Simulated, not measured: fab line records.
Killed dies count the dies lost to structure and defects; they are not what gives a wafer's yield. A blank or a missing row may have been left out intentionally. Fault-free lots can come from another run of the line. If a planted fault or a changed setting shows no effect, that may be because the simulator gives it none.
fab line records || flow sky130 || part 2 of 2: steps 43 to 43 of 43
record {"lots": 6, "wafers": 18, "last_day": 49}
route steps=708 shown VIA1@474 METAL2@483 VIA2@507 PAD_OPEN@708
lots untouched by any fault: they come from a run of this same line in which no faults occurred
start_h: hours from the record's opening day to when the first of the lot's shown wafers began || wait_h: time in hours since the lot's previous step || " repeats the value in the row above || L1.1+2: a row that stands for several wafers || - no value, or no start was given || * or withheld: withheld || < > ~ a bound
route shown NAME@n: a module of which the file shows steps, and the number in the route of the first || usual: mean and standard deviation over wafers with no fault || same: alike in all rows || chamber/n: place in a boat || sites: each site's reading || _std_site: the values' standard deviation || _edge_site: outer sites' mean less inner sites' || radius_mm: for every site, how far away it sits from the centre of the wafer || mask NAME#n: copy n || behind: the tool/chamber that last shaped the wafer || hold: why the lot went on hold/how many hours it stayed there/how the hold came to an end || device: transistor that didn't switch, given as n, p or np || end of line: at the end of the route, the tests of the same wafers || step lacking rows: just its recipe || killed: the dies lost at the first sort to structure and to defects; this is not the yield of the wafer || map: a wafer's dies, x killed, . not, _ none there
set.NAME: the setting the step ran with; set.NAME@STEP: the setting that earlier step ran with || model.NAME: the simulator's own value behind a step, which no gauge read
a table for each step, a row for each wafer; lots at some steps of the route
services: a tool's chamber out of use, with start hour (start_h, from the record's first day; less than 0 if before it), hours out, and reason
## steps
# step SKY_PAD_OPEN_PROBE_99
# usual {"defect_limited_yield": "82.4/2", "killed_at_M0_to_M3": "43/6.6", "killed_at_M4_up": "3.0/1.7", "killed_at_contacts": "24/5.4", "killed_at_front_end": "16/4.6", "killed_at_other": "0.3/0.53", "killed_dies": "87/9.7", "killed_open": "47/7.3", "killed_short": "39/6.5", "sort_bin_3_pad_short": "0.9/0.41", "sort_bin_5_function": "10.4/1.4", "sort_bin_6_memory": "6.3/1.2", "sort_n_pass": "405/9.7", "sort_yield_pct": "82.4/2"}
# same {"gross_dies": 492, "killed_at_back_side": 0, "sort_bin_4_leakage[%]": 0, "sort_bin_8_speed[%]": 0}
{"lot.wafer": "L853.3", "tool": "prober-02", "chamber": "-", "start_h": 1077.81, "wait_h": 0.2, "defect_limited_yield[%]": 82.9, "killed_at_M0_to_M3": 50, "killed_at_M4_up": 4, "killed_at_contacts": 17, "killed_at_front_end": 13, "killed_at_other": 0, "killed_dies": 84, "killed_open": 41, "killed_short": 43, "sort_bin_3_pad_short[%]": 0.6, "sort_bin_5_function[%]": 11.2, "sort_bin_6_memory[%]": 5.3, "sort_n_pass": 408, "sort_yield_pct[%]": 82.9, "model.etest.tester.sort_n_pass": 408, "model.etest.tester.sort_yield_pct": 82.93, "model.etest.tester.sort_bin_5_pct": 11.18, "model.etest.tester.sort_bin_3_pct": 0.6098}
{"lot.wafer": "L853.4", "tool": "prober-02", "chamber": "-", "start_h": 1077.86, "wait_h": 0.2, "defect_limited_yield[%]": 82.5, "killed_at_M0_to_M3": 47, "killed_at_M4_up": 2, "killed_at_contacts": 20, "killed_at_front_end": 17, "killed_at_other": 0, "killed_dies": 86, "killed_open": 54, "killed_short": 32, "sort_bin_3_pad_short[%]": 0.6, "sort_bin_5_function[%]": 10.0, "sort_bin_6_memory[%]": 6.9, "sort_n_pass": 406, "sort_yield_pct[%]": 82.5, "model.etest.tester.sort_n_pass": 406, "model.etest.tester.sort_yield_pct": 82.52, "model.etest.tester.sort_bin_5_pct": 9.959, "model.etest.tester.sort_bin_3_pct": 0.6098}
{"lot.wafer": "L853.6", "tool": "prober-02", "chamber": "-", "start_h": 1077.96, "wait_h": 0.2, "defect_limited_yield[%]": 82.9, "killed_at_M0_to_M3": 44, "killed_at_M4_up": 2, "killed_at_contacts": 22, "killed_at_front_end": 16, "killed_at_other": 0, "killed_dies": 84, "killed_open": 48, "killed_short": 36, "sort_bin_3_pad_short[%]": 0.4, "sort_bin_5_function[%]": 9.8, "sort_bin_6_memory[%]": 6.9, "sort_n_pass": 408, "sort_yield_pct[%]": 82.9, "model.etest.tester.sort_n_pass": 408, "model.etest.tester.sort_yield_pct": 82.93, "model.etest.tester.sort_bin_5_pct": 9.756, "model.etest.tester.sort_bin_3_pct": 0.4065}
{"lot.wafer": "L854.2", "tool": "prober-01", "chamber": "-", "start_h": 1089.48, "wait_h": 0.1, "defect_limited_yield[%]": 80.7, "killed_at_M0_to_M3": 41, "killed_at_M4_up": 2, "killed_at_contacts": 30, "killed_at_front_end": 22, "killed_at_other": 0, "killed_dies": 95, "killed_open": 59, "killed_short": 35, "sort_bin_3_pad_short[%]": 1.6, "sort_bin_5_function[%]": 13.0, "sort_bin_6_memory[%]": 4.7, "sort_n_pass": 397, "sort_yield_pct[%]": 80.7, "model.etest.tester.sort_n_pass": 397, "model.etest.tester.sort_yield_pct": 80.69, "model.etest.tester.sort_bin_5_pct": 13.01, "model.etest.tester.sort_bin_3_pct": 1.626}
{"lot.wafer": "L854.3", "tool": "prober-01", "chamber": "-", "start_h": 1089.53, "wait_h": 0.2, "defect_limited_yield[%]": 81.7, "killed_at_M0_to_M3": 45, "killed_at_M4_up": 3, "killed_at_contacts": 28, "killed_at_front_end": 13, "killed_at_other": 1, "killed_dies": 90, "killed_open": 53, "killed_short": 37, "sort_bin_3_pad_short[%]": 1.0, "sort_bin_5_function[%]": 11.4, "sort_bin_6_memory[%]": 5.9, "sort_n_pass": 402, "sort_yield_pct[%]": 81.7, "model.etest.tester.sort_n_pass": 402, "model.etest.tester.sort_yield_pct": 81.71, "model.etest.tester.sort_bin_5_pct": 11.38, "model.etest.tester.sort_bin_3_pct": 1.016}
{"lot.wafer": "L854.6", "tool": "prober-01", "chamber": "-", "start_h": 1089.68, "wait_h": 0.2, "defect_limited_yield[%]": 84.6, "killed_at_M0_to_M3": 36, "killed_at_M4_up": 1, "killed_at_contacts": 23, "killed_at_front_end": 15, "killed_at_other": 1, "killed_dies": 76, "killed_open": 38, "killed_short": 37, "sort_bin_3_pad_short[%]": 1.2, "sort_bin_5_function[%]": 8.1, "sort_bin_6_memory[%]": 6.1, "sort_n_pass": 416, "sort_yield_pct[%]": 84.6, "model.etest.tester.sort_n_pass": 416, "model.etest.tester.sort_yield_pct": 84.55, "model.etest.tester.sort_bin_5_pct": 8.13, "model.etest.tester.sort_bin_3_pct": 1.22}
{"lot.wafer": "L856.1", "tool": "prober-01", "chamber": "-", "start_h": 1096.98, "wait_h": 0.1, "defect_limited_yield[%]": 82.9, "killed_at_M0_to_M3": 39, "killed_at_M4_up": 4, "killed_at_contacts": 25, "killed_at_front_end": 16, "killed_at_other": 0, "killed_dies": 84, "killed_open": 47, "killed_short": 37, "sort_bin_3_pad_short[%]": 0.8, "sort_bin_5_function[%]": 10.2, "sort_bin_6_memory[%]": 6.1, "sort_n_pass": 408, "sort_yield_pct[%]": 82.9, "model.etest.tester.sort_n_pass": 408, "model.etest.tester.sort_yield_pct": 82.93, "model.etest.tester.sort_bin_5_pct": 10.16, "model.etest.tester.sort_bin_3_pct": 0.813}
{"lot.wafer": "L856.3", "tool": "prober-01", "chamber": "-", "start_h": 1097.08, "wait_h": 0.2, "defect_limited_yield[%]": 79.7, "killed_at_M0_to_M3": 44, "killed_at_M4_up": 3, "killed_at_contacts": 25, "killed_at_front_end": 28, "killed_at_other": 0, "killed_dies": 100, "killed_open": 51, "killed_short": 49, "sort_bin_3_pad_short[%]": 1.4, "sort_bin_5_function[%]": 9.3, "sort_bin_6_memory[%]": 9.6, "sort_n_pass": 392, "sort_yield_pct[%]": 79.7, "model.etest.tester.sort_n_pass": 392, "model.etest.tester.sort_yield_pct": 79.67, "model.etest.tester.sort_bin_5_pct": 9.35, "model.etest.tester.sort_bin_3_pct": 1.423}
{"lot.wafer": "L856.6", "tool": "prober-01", "chamber": "-", "start_h": 1097.23, "wait_h": 0.2, "defect_limited_yield[%]": 81.5, "killed_at_M0_to_M3": 46, "killed_at_M4_up": 3, "killed_at_contacts": 22, "killed_at_front_end": 19, "killed_at_other": 1, "killed_dies": 91, "killed_open": 47, "killed_short": 44, "sort_bin_3_pad_short[%]": 1.0, "sort_bin_5_function[%]": 10.4, "sort_bin_6_memory[%]": 7.1, "sort_n_pass": 401, "sort_yield_pct[%]": 81.5, "model.etest.tester.sort_n_pass": 401, "model.etest.tester.sort_yield_pct": 81.5, "model.etest.tester.sort_bin_5_pct": 10.37, "model.etest.tester.sort_bin_3_pct": 1.016}
{"lot.wafer": "L868.3", "tool": "prober-02", "chamber": "-", "start_h": 1166.75, "wait_h": 0.2, "defect_limited_yield[%]": 71.7, "killed_at_M0_to_M3": 104, "killed_at_M4_up": 2, "killed_at_contacts": 22, "killed_at_front_end": 11, "killed_at_other": 0, "killed_dies": 139, "killed_open": 44, "killed_short": 23, "sort_bin_3_pad_short[%]": 6.7, "sort_bin_5_function[%]": 16.1, "sort_bin_6_memory[%]": 5.5, "sort_n_pass": 353, "sort_yield_pct[%]": 71.7, "model.etest.tester.sort_n_pass": 353, "model.etest.tester.sort_yield_pct": 71.75, "model.etest.tester.sort_bin_5_pct": 16.06, "model.etest.tester.sort_bin_3_pct": 6.707}
{"lot.wafer": "L868.4", "tool": "prober-02", "chamber": "-", "start_h": 1166.80, "wait_h": 0.2, "defect_limited_yield[%]": 78.5, "killed_at_M0_to_M3": 71, "killed_at_M4_up": 7, "killed_at_contacts": 20, "killed_at_front_end": 8, "killed_at_other": 0, "killed_dies": 106, "killed_open": 39, "killed_short": 26, "sort_bin_3_pad_short[%]": 3.7, "sort_bin_5_function[%]": 12.8, "sort_bin_6_memory[%]": 5.1, "sort_n_pass": 386, "sort_yield_pct[%]": 78.5, "model.etest.tester.sort_n_pass": 386, "model.etest.tester.sort_yield_pct": 78.46, "model.etest.tester.sort_bin_5_pct": 12.8, "model.etest.tester.sort_bin_3_pct": 3.659}
{"lot.wafer": "L868.5", "tool": "prober-02", "chamber": "-", "start_h": 1166.85, "wait_h": 0.2, "defect_limited_yield[%]": 70.9, "killed_at_M0_to_M3": 117, "killed_at_M4_up": 4, "killed_at_contacts": 10, "killed_at_front_end": 12, "killed_at_other": 0, "killed_dies": 143, "killed_open": 35, "killed_short": 38, "sort_bin_3_pad_short[%]": 4.7, "sort_bin_5_function[%]": 18.1, "sort_bin_6_memory[%]": 6.3, "sort_n_pass": 349, "sort_yield_pct[%]": 70.9, "model.etest.tester.sort_n_pass": 349, "model.etest.tester.sort_yield_pct": 70.94, "model.etest.tester.sort_bin_5_pct": 18.09, "model.etest.tester.sort_bin_3_pct": 4.675}
{"lot.wafer": "L869.3", "tool": "prober-01", "chamber": "-", "start_h": 1171.50, "wait_h": 0.2, "defect_limited_yield[%]": 70.7, "killed_at_M0_to_M3": 114, "killed_at_M4_up": 3, "killed_at_contacts": 20, "killed_at_front_end": 7, "killed_at_other": 0, "killed_dies": 144, "killed_open": 47, "killed_short": 31, "sort_bin_3_pad_short[%]": 5.5, "sort_bin_5_function[%]": 16.3, "sort_bin_6_memory[%]": 7.5, "sort_n_pass": 348, "sort_yield_pct[%]": 70.7, "model.etest.tester.sort_n_pass": 348, "model.etest.tester.sort_yield_pct": 70.73, "model.etest.tester.sort_bin_5_pct": 16.26, "model.etest.tester.sort_bin_3_pct": 5.488}
{"lot.wafer": "L869.4", "tool": "prober-01", "chamber": "-", "start_h": 1171.55, "wait_h": 0.2, "defect_limited_yield[%]": 74.4, "killed_at_M0_to_M3": 96, "killed_at_M4_up": 4, "killed_at_contacts": 18, "killed_at_front_end": 8, "killed_at_other": 0, "killed_dies": 126, "killed_open": 29, "killed_short": 27, "sort_bin_3_pad_short[%]": 5.7, "sort_bin_5_function[%]": 15.9, "sort_bin_6_memory[%]": 4.1, "sort_n_pass": 366, "sort_yield_pct[%]": 74.4, "model.etest.tester.sort_n_pass": 366, "model.etest.tester.sort_yield_pct": 74.39, "model.etest.tester.sort_bin_5_pct": 15.85, "model.etest.tester.sort_bin_3_pct": 5.691}
{"lot.wafer": "L869.6", "tool": "prober-01", "chamber": "-", "start_h": 1171.65, "wait_h": 0.2, "defect_limited_yield[%]": 75.6, "killed_at_M0_to_M3": 82, "killed_at_M4_up": 4, "killed_at_contacts": 17, "killed_at_front_end": 17, "killed_at_other": 0, "killed_dies": 120, "killed_open": 45, "killed_short": 32, "sort_bin_3_pad_short[%]": 2.6, "sort_bin_5_function[%]": 15.2, "sort_bin_6_memory[%]": 6.5, "sort_n_pass": 372, "sort_yield_pct[%]": 75.6, "model.etest.tester.sort_n_pass": 372, "model.etest.tester.sort_yield_pct": 75.61, "model.etest.tester.sort_bin_5_pct": 15.24, "model.etest.tester.sort_bin_3_pct": 2.642}
{"lot.wafer": "L873.1", "tool": "prober-01", "chamber": "-", "start_h": 1186.31, "wait_h": 0.1, "defect_limited_yield[%]": 82.9, "killed_at_M0_to_M3": 40, "killed_at_M4_up": 2, "killed_at_contacts": 26, "killed_at_front_end": 16, "killed_at_other": 0, "killed_dies": 84, "killed_open": 47, "killed_short": 37, "sort_bin_3_pad_short[%]": 0.6, "sort_bin_5_function[%]": 9.8, "sort_bin_6_memory[%]": 6.7, "sort_n_pass": 408, "sort_yield_pct[%]": 82.9, "model.etest.tester.sort_n_pass": 408, "model.etest.tester.sort_yield_pct": 82.93, "model.etest.tester.sort_bin_5_pct": 9.756, "model.etest.tester.sort_bin_3_pct": 0.6098}
{"lot.wafer": "L873.2", "tool": "prober-01", "chamber": "-", "start_h": 1186.36, "wait_h": 0.1, "defect_limited_yield[%]": 82.7, "killed_at_M0_to_M3": 49, "killed_at_M4_up": 1, "killed_at_contacts": 15, "killed_at_front_end": 18, "killed_at_other": 2, "killed_dies": 85, "killed_open": 37, "killed_short": 48, "sort_bin_3_pad_short[%]": 1.2, "sort_bin_5_function[%]": 9.8, "sort_bin_6_memory[%]": 6.3, "sort_n_pass": 407, "sort_yield_pct[%]": 82.7, "model.etest.tester.sort_n_pass": 407, "model.etest.tester.sort_yield_pct": 82.72, "model.etest.tester.sort_bin_5_pct": 9.756, "model.etest.tester.sort_bin_3_pct": 1.22}
{"lot.wafer": "L873.3", "tool": "prober-01", "chamber": "-", "start_h": 1186.41, "wait_h": 0.2, "defect_limited_yield[%]": 82.3, "killed_at_M0_to_M3": 48, "killed_at_M4_up": 3, "killed_at_contacts": 24, "killed_at_front_end": 12, "killed_at_other": 0, "killed_dies": 87, "killed_open": 53, "killed_short": 34, "sort_bin_3_pad_short[%]": 1.0, "sort_bin_5_function[%]": 10.0, "sort_bin_6_memory[%]": 6.7, "sort_n_pass": 405, "sort_yield_pct[%]": 82.3, "model.etest.tester.sort_n_pass": 405, "model.etest.tester.sort_yield_pct": 82.32, "model.etest.tester.sort_bin_5_pct": 9.959, "model.etest.tester.sort_bin_3_pct": 1.016}
# killed by level:class
L853.3 VIA1:geometric_particle:open=11 METAL2:geometric_particle:short=8 VIA3:geometric_particle:open=7 VIA1:geometric_particle:short=6 CONTACT:geometric_particle:open=5 CONTACT:geometric_particle:short=4 VIA2:geometric_particle:open=4 VIA2:geometric_particle:short=4
L853.4 VIA1:geometric_particle:open=17 CONTACT:geometric_particle:open=9 VIA3:geometric_particle:open=7 METAL1:geometric_particle:short=6 FIELD_ISO:geometric_particle:open=5 LI_CONTACT:geometric_particle:open=5 VIA2:geometric_particle:open=5 METAL2:geometric_particle:short=4
L853.6 VIA1:geometric_particle:open=11 CONTACT:geometric_particle:open=9 FIELD_ISO:geometric_particle:open=8 VIA2:geometric_particle:open=7 LOCAL_INTERCONNECT:geometric_particle:short=6 METAL2:geometric_particle:short=6 LI_CONTACT:geometric_particle:open=4 VIA1:geometric_particle:short=4
L854.2 LI_CONTACT:geometric_particle:open=10 CONTACT:geometric_particle:open=10 FIELD_ISO:geometric_particle:open=9 VIA1:geometric_particle:short=8 VIA2:geometric_particle:open=8 VIA1:geometric_particle:open=7 VIA3:geometric_particle:open=6 SPACER:geometric_particle:open=5
L854.3 LI_CONTACT:geometric_particle:open=10 VIA1:geometric_particle:open=10 CONTACT:geometric_particle:open=10 VIA2:geometric_particle:open=6 LOCAL_INTERCONNECT:geometric_particle:short=5 METAL1:geometric_particle:short=5 VIA1:geometric_particle:short=5 POLY_GATE:geometric_particle:short=4
L854.6 CONTACT:geometric_particle:open=9 VIA3:geometric_particle:open=8 FIELD_ISO:geometric_particle:short=6 VIA2:geometric_particle:open=6 LI_CONTACT:geometric_particle:open=5 FIELD_ISO:geometric_particle:open=4 CONTACT:geometric_particle:short=4 VIA1:geometric_particle:short=4
L856.1 VIA1:geometric_particle:open=11 LI_CONTACT:geometric_particle:open=11 METAL1:geometric_particle:short=7 CONTACT:geometric_particle:open=7 LOCAL_INTERCONNECT:geometric_particle:short=5 VIA2:geometric_particle:open=5 SPACER:geometric_particle:short=4 METAL2:geometric_particle:short=4
L856.3 FIELD_ISO:geometric_particle:open=8 LI_CONTACT:geometric_particle:open=8 VIA1:geometric_particle:open=8 POLY_GATE:geometric_particle:short=7 CONTACT:geometric_particle:open=7 METAL2:geometric_particle:short=7 VIA3:geometric_particle:open=7 LOCAL_INTERCONNECT:geometric_particle:short=6
L856.6 VIA1:geometric_particle:open=10 CONTACT:geometric_particle:open=7 CONTACT:geometric_particle:short=7 VIA1:geometric_particle:short=7 METAL1:geometric_particle:short=6 VIA3:geometric_particle:open=6 POLY_GATE:geometric_particle:open=5 LI_CONTACT:geometric_particle:open=5
L868.3 METAL2:unspecified=72 CONTACT:geometric_particle:open=13 VIA1:geometric_particle:open=10 METAL2:geometric_particle:short=6 VIA2:geometric_particle:open=6 POLY_GATE:geometric_particle:open=4 VIA3:geometric_particle:open=4 FIELD_ISO:geometric_particle:open=3
L868.4 METAL2:unspecified=41 VIA1:geometric_particle:open=9 LI_CONTACT:geometric_particle:open=8 CONTACT:geometric_particle:open=6 METAL4:geometric_particle:short=6 VIA3:geometric_particle:open=5 FIELD_ISO:geometric_particle:short=4 LOCAL_INTERCONNECT:geometric_particle:short=3
L868.5 METAL2:unspecified=70 VIA1:geometric_particle:open=10 VIA1:geometric_particle:short=7 VIA3:geometric_particle:short=6 VIA2:geometric_particle:open=5 FIELD_ISO:geometric_particle:short=4 METAL1:geometric_particle:short=4 POLY_GATE:geometric_particle:short=3
L869.3 METAL2:unspecified=66 CONTACT:geometric_particle:open=12 VIA3:geometric_particle:open=12 METAL1:geometric_particle:short=9 VIA2:geometric_particle:open=7 METAL2:geometric_particle:short=6 LI_CONTACT:geometric_particle:open=6 VIA1:geometric_particle:open=4
L869.4 METAL2:unspecified=69 METAL1:geometric_particle:short=8 VIA1:geometric_particle:open=6 CONTACT:geometric_particle:short=5 CONTACT:geometric_particle:open=5 VIA3:geometric_particle:open=5 LI_CONTACT:geometric_particle:open=4 VIA2:geometric_particle:open=4
L869.6 METAL2:unspecified=43 VIA1:geometric_particle:open=11 VIA3:geometric_particle:open=9 LI_CONTACT:geometric_particle:open=6 METAL3:geometric_particle:short=5 VIA2:geometric_particle:open=5 FIELD_ISO:geometric_particle:open=4 LI_CONTACT:geometric_particle:short=4
L873.1 CONTACT:geometric_particle:open=15 VIA1:geometric_particle:open=8 VIA2:geometric_particle:open=7 METAL2:geometric_particle:short=6 FIELD_ISO:geometric_particle:short=5 CONTACT:geometric_particle:short=5 METAL1:geometric_particle:short=5 METAL3:geometric_particle:short=4
L873.2 METAL2:geometric_particle:short=11 METAL1:geometric_particle:short=9 VIA1:geometric_particle:open=8 CONTACT:geometric_particle:open=6 VIA2:geometric_particle:open=6 FIELD_ISO:geometric_particle:short=5 VIA3:geometric_particle:open=4 LOCAL_INTERCONNECT:geometric_particle:short=4
L873.3 VIA1:geometric_particle:open=14 VIA2:geometric_particle:open=10 LI_CONTACT:geometric_particle:open=8 LOCAL_INTERCONNECT:geometric_particle:short=5 METAL1:geometric_particle:short=5 CONTACT:geometric_particle:open=4 METAL2:geometric_particle:short=4 VIA3:geometric_particle:open=4
# map L868.5 (x killed, . not)
__________.x.......x_________
________..x........x.._______
______.x.......x........_____
_____..x...x..xx.x.......____
____x..............xx..x..___
___.....x...x....x.........__
__.............x......x.x..._
_..x........x...x..x..xx...x.
_.........x..xx....x..xx.x...
_.....x.......xx....x........
_...xx.............x.x....x..
_...x.x.x......xx.xx..x......
_........x.....xxxxxxxxx..x..
_...........x.xxxxxxxxxx....x
_..x.........xxxxxxxxxxx.....
__xx..........xxxxxxxxxx...._
___.x.....xxx..xxxxxxxxxx..__
____...x.....xxxxxxxxxx..x___
_____.........x.xxxxxxx..____
______.x.....x.xxxxx.x.._____
________.x............_______
__________........x._________
# map L869.3 (x killed, . not)
__________.....x...._________
________.x............_______
______..xx........x...xx_____
_____.x....x......xx...x.____
____........x...x..xxxxxxx___
___.x..x.........x.xxxxxxxx__
__......x..x.....x.xxxxxxxxx_
_..........x.x..x.xxxxxxxxxxx
_.........x....x..xxxxxxxxxx.
_..x..............xxxxxxxxx.x
_.....x.x.xxx...xxxxxxxxxx..x
_..x...x...x.x.x.......xxx...
_x...x...............xx......
_..........x......xxx........
_.....x.......x..x..x....x..x
__.............x.......x...x_
___...x.xx....x.......x....__
____xx.........x...xx.....___
_____.x..x..xx....x...x..____
______.x.x.............._____
________..x..........._______
__________x..x.....x_________
## services
{"tool": "plasma_asher-04", "chamber": "-", "start_h": 774.22, "hours": 2.0, "kind": "repair"}
{"tool": "plasma_asher-04", "chamber": "-", "start_h": 779.55, "hours": 1.2, "kind": "repair"}
{"tool": "pvd_sputter-03", "chamber": 0, "start_h": 829.07, "hours": "-", "kind": "consumable_replace:kit"}
{"tool": "pvd_sputter-03", "chamber": 0, "start_h": 829.07, "hours": 18.0, "kind": "scheduled_down"}
{"tool": "pvd_sputter-03", "chamber": 0, "start_h": 829.07, "hours": 18.0, "kind": "vent_cycle"}
{"tool": "pvd_sputter-02", "chamber": "-", "start_h": 840.85, "hours": 7.5, "kind": "repair"}
{"tool": "rie_metal-04", "chamber": 0, "start_h": 847.11, "hours": 5.1, "kind": "repair"}
{"tool": "plasma_asher-02", "chamber": "-", "start_h": 851.91, "hours": 14.6, "kind": "pm"}
{"tool": "rie_metal-02", "chamber": "-", "start_h": 855.15, "hours": 3.3, "kind": "repair"}
{"tool": "rie_metal-02", "chamber": "-", "start_h": 861.17, "hours": 5.5, "kind": "repair"}
{"tool": "plasma_asher-01", "chamber": "-", "start_h": 876.24, "hours": 2.8, "kind": "pm"}
{"tool": "plasma_asher-03", "chamber": "-", "start_h": 886.13, "hours": 32.1, "kind": "repair"}
{"tool": "cvd_w-02", "chamber": "-", "start_h": 904.00, "hours": 14.0, "kind": "pm"}
{"tool": "plasma_asher-01", "chamber": "-", "start_h": 905.24, "hours": 1.4, "kind": "repair"}
{"tool": "pvd_sputter-02", "chamber": 0, "start_h": 917.88, "hours": "-", "kind": "consumable_replace:kit"}
{"tool": "pvd_sputter-02", "chamber": 0, "start_h": 917.88, "hours": 18.0, "kind": "scheduled_down"}
{"tool": "pvd_sputter-02", "chamber": 0, "start_h": 917.88, "hours": 18.0, "kind": "vent_cycle"}
{"tool": "plasma_asher-03", "chamber": "-", "start_h": 918.24, "hours": 10.0, "kind": "pm"}
{"tool": "plasma_asher-03", "chamber": "-", "start_h": 928.24, "hours": 20.6, "kind": "pm"}
{"tool": "pvd_sputter-02", "chamber": "-", "start_h": 928.40, "hours": 1.7, "kind": "repair"}
{"tool": "plasma_asher-03", "chamber": "-", "start_h": 940.36, "hours": 5.2, "kind": "repair"}
{"tool": "cvd_w-01", "chamber": "-", "start_h": 944.07, "hours": 14.6, "kind": "pm"}
{"tool": "cvd_w-02", "chamber": "-", "start_h": 958.67, "hours": 2.8, "kind": "pm"}
{"tool": "cvd_w-02", "chamber": "-", "start_h": 962.29, "hours": 2.4, "kind": "repair"}
## key
first_sign {"step": "SKY_PAD_OPEN_PROBE_99", "reading": "sort_bin_3_pad_short", "direction": "up", "sigmas": 9.5, "usual": 0.9, "struck": 4.8}
effect {"step": "SKY_PAD_OPEN_PROBE_99", "reading": "killed_at_M0_to_M3", "direction": "up", "sigmas": 8.3, "usual": 43, "struck": 97}
model_effect {"step": "SKY_PAD_OPEN_PROBE_99", "value": "etest.tester.sort_n_pass", "without": 414.7, "struck": 362.3}
met_at SKY_METAL2_SPUTTER_03
struck_wafers L868.3,L868.4,L868.5,L869.3,L869.4,L869.6
onset_between 812.06 914.82
also_fits SKY_METAL2_SPUTTER_04:pvd_sputter-03
fault {"kind": "chamber_particle_source", "tool": "pvd_sputter-03", "chamber": "-", "onset_h": 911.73, "steps": "SKY_METAL2_SPUTTER_03", "rate_per_visit_cm2": 2.1098, "end_h": 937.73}
